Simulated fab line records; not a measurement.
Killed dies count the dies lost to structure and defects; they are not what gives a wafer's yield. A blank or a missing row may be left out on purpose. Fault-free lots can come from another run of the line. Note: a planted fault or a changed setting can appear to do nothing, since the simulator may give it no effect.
Split-lot experiment :: flow sfq_line :: route with 325 steps; 5 lots, 23 wafers read

ON THE SPLIT
At SFQ_TRILAYER_I1_VIA_LITHO_COAT_049 (resist thk 650 nm), the setting resist_thk_nm was moved away from the recipe's 650 nm on 11 of the 23 wafers read, by -5.7% to +5.2%. The other wafers ran this setting at the recipe's value.

The split's own step is where the reading is taken.

THE READING
KrF_of_TRILAYER_I1_VIA_LITHO_COAT_049.thk_nm (the simulator's own value, which no gauge read), in nm, at SFQ_TRILAYER_I1_VIA_LITHO_COAT_049 (resist thk 650 nm). No usual value for it is given in the file. Average 651.0 nm, standard deviation 1.7 nm, over the 12 wafers here run with the recipe.

wafer: L079.2
tool, chamber at the split: litho_track-03, 0
resist_thk_nm as run, nm: 613.9
against the recipe: -5.6%
KrF_of_TRILAYER_I1_VIA_LITHO_COAT_049.thk_nm, nm: 614.1
against lot-mates on the recipe: -36.3

wafer: L079.3
tool, chamber at the split: litho_track-03, 0
resist_thk_nm as run, nm: 650
against the recipe: recipe
KrF_of_TRILAYER_I1_VIA_LITHO_COAT_049.thk_nm, nm: 649.1
against lot-mates on the recipe: -

wafer: L079.4
tool, chamber at the split: litho_track-03, 0
resist_thk_nm as run, nm: 613.9
against the recipe: -5.6%
KrF_of_TRILAYER_I1_VIA_LITHO_COAT_049.thk_nm, nm: 611.4
against lot-mates on the recipe: -39.0

wafer: L079.5
tool, chamber at the split: litho_track-03, 0
resist_thk_nm as run, nm: 613.9
against the recipe: -5.6%
KrF_of_TRILAYER_I1_VIA_LITHO_COAT_049.thk_nm, nm: 612.2
against lot-mates on the recipe: -38.2

wafer: L079.6
tool, chamber at the split: litho_track-03, 0
resist_thk_nm as run, nm: 650
against the recipe: recipe
KrF_of_TRILAYER_I1_VIA_LITHO_COAT_049.thk_nm, nm: 651.7
against lot-mates on the recipe: -

wafer: L081.3
tool, chamber at the split: litho_track-03, 0
resist_thk_nm as run, nm: 650
against the recipe: recipe
KrF_of_TRILAYER_I1_VIA_LITHO_COAT_049.thk_nm, nm: 651.2
against lot-mates on the recipe: -

wafer: L081.5
tool, chamber at the split: litho_track-03, 0
resist_thk_nm as run, nm: 650
against the recipe: recipe
KrF_of_TRILAYER_I1_VIA_LITHO_COAT_049.thk_nm, nm: 652.3
against lot-mates on the recipe: -

wafer: L081.6
tool, chamber at the split: litho_track-03, 0
resist_thk_nm as run, nm: 650
against the recipe: recipe
KrF_of_TRILAYER_I1_VIA_LITHO_COAT_049.thk_nm, nm: 651.1
against lot-mates on the recipe: -

wafer: L083.1
tool, chamber at the split: litho_track-01, 0
resist_thk_nm as run, nm: 650
against the recipe: recipe
KrF_of_TRILAYER_I1_VIA_LITHO_COAT_049.thk_nm, nm: 648.5
against lot-mates on the recipe: -

wafer: L083.2
tool, chamber at the split: litho_track-01, 0
resist_thk_nm as run, nm: 618.9
against the recipe: -4.8%
KrF_of_TRILAYER_I1_VIA_LITHO_COAT_049.thk_nm, nm: 618.5
against lot-mates on the recipe: -30.1

wafer: L083.4
tool, chamber at the split: litho_track-01, 0
resist_thk_nm as run, nm: 650
against the recipe: recipe
KrF_of_TRILAYER_I1_VIA_LITHO_COAT_049.thk_nm, nm: 648.8
against lot-mates on the recipe: -

wafer: L083.5
tool, chamber at the split: litho_track-01, 0
resist_thk_nm as run, nm: 618.9
against the recipe: -4.8%
KrF_of_TRILAYER_I1_VIA_LITHO_COAT_049.thk_nm, nm: 618.3
against lot-mates on the recipe: -30.4

wafer: L083.6
tool, chamber at the split: litho_track-01, 0
resist_thk_nm as run, nm: 618.9
against the recipe: -4.8%
KrF_of_TRILAYER_I1_VIA_LITHO_COAT_049.thk_nm, nm: 617.1
against lot-mates on the recipe: -31.5

wafer: L084.1
tool, chamber at the split: litho_track-03, 0
resist_thk_nm as run, nm: 612.7
against the recipe: -5.7%
KrF_of_TRILAYER_I1_VIA_LITHO_COAT_049.thk_nm, nm: 614.6
against lot-mates on the recipe: -35.5

wafer: L084.2
tool, chamber at the split: litho_track-03, 0
resist_thk_nm as run, nm: 650
against the recipe: recipe
KrF_of_TRILAYER_I1_VIA_LITHO_COAT_049.thk_nm, nm: 649.8
against lot-mates on the recipe: -

wafer: L084.3
tool, chamber at the split: litho_track-03, 0
resist_thk_nm as run, nm: 612.7
against the recipe: -5.7%
KrF_of_TRILAYER_I1_VIA_LITHO_COAT_049.thk_nm, nm: 612.8
against lot-mates on the recipe: -37.4

wafer: L084.4
tool, chamber at the split: litho_track-03, 0
resist_thk_nm as run, nm: 650
against the recipe: recipe
KrF_of_TRILAYER_I1_VIA_LITHO_COAT_049.thk_nm, nm: 650.5
against lot-mates on the recipe: -

wafer: L084.6
tool, chamber at the split: litho_track-03, 0
resist_thk_nm as run, nm: 612.7
against the recipe: -5.7%
KrF_of_TRILAYER_I1_VIA_LITHO_COAT_049.thk_nm, nm: 613.1
against lot-mates on the recipe: -37.0

wafer: L085.1
tool, chamber at the split: litho_track-01, 0
resist_thk_nm as run, nm: 683.7
against the recipe: +5.2%
KrF_of_TRILAYER_I1_VIA_LITHO_COAT_049.thk_nm, nm: 687.6
against lot-mates on the recipe: +34.5

wafer: L085.2
tool, chamber at the split: litho_track-01, 0
resist_thk_nm as run, nm: 650
against the recipe: recipe
KrF_of_TRILAYER_I1_VIA_LITHO_COAT_049.thk_nm, nm: 652.1
against lot-mates on the recipe: -

wafer: L085.3
tool, chamber at the split: litho_track-01, 0
resist_thk_nm as run, nm: 650
against the recipe: recipe
KrF_of_TRILAYER_I1_VIA_LITHO_COAT_049.thk_nm, nm: 653.8
against lot-mates on the recipe: -

wafer: L085.4
tool, chamber at the split: litho_track-01, 0
resist_thk_nm as run, nm: 683.7
against the recipe: +5.2%
KrF_of_TRILAYER_I1_VIA_LITHO_COAT_049.thk_nm, nm: 688.4
against lot-mates on the recipe: +35.3

wafer: L085.5
tool, chamber at the split: litho_track-01, 0
resist_thk_nm as run, nm: 650
against the recipe: recipe
KrF_of_TRILAYER_I1_VIA_LITHO_COAT_049.thk_nm, nm: 653.4
against lot-mates on the recipe: -

FIT RESULTS
A straight line over all 23 wafers: KrF_of_TRILAYER_I1_VIA_LITHO_COAT_049.thk_nm changes by +6.87 nm for each +1% of resist_thk_nm; r = +1.00; the points scatter about the line by 1.6 nm.
The same after taking each lot's own level away (the mean of its wafers on the recipe; 23 wafers): +6.6 nm for each +1%; r = +1.00; scatter 1.1 nm.
The reading moves by 38 nm for the largest change in resist_thk_nm, on that fit.
From 648.65 to 653.10 nm: that is the span of the lots' own levels, equal to 2.7 times the standard deviation above.
The two slopes agree, so the slope changes little with the lot-to-lot level.
Check: -38 nm against its lot-mates is what the line predicts for one of the wafers moved furthest among these (-5.7%) when that wafer is left out of the fit. Against them it came out at -35.5 nm.

FILE'S OWN FIT
KrF_of_TRILAYER_I1_VIA_LITHO_COAT_049.thk_nm changes by +6.59 nm for each +1% of resist_thk_nm, r = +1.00.
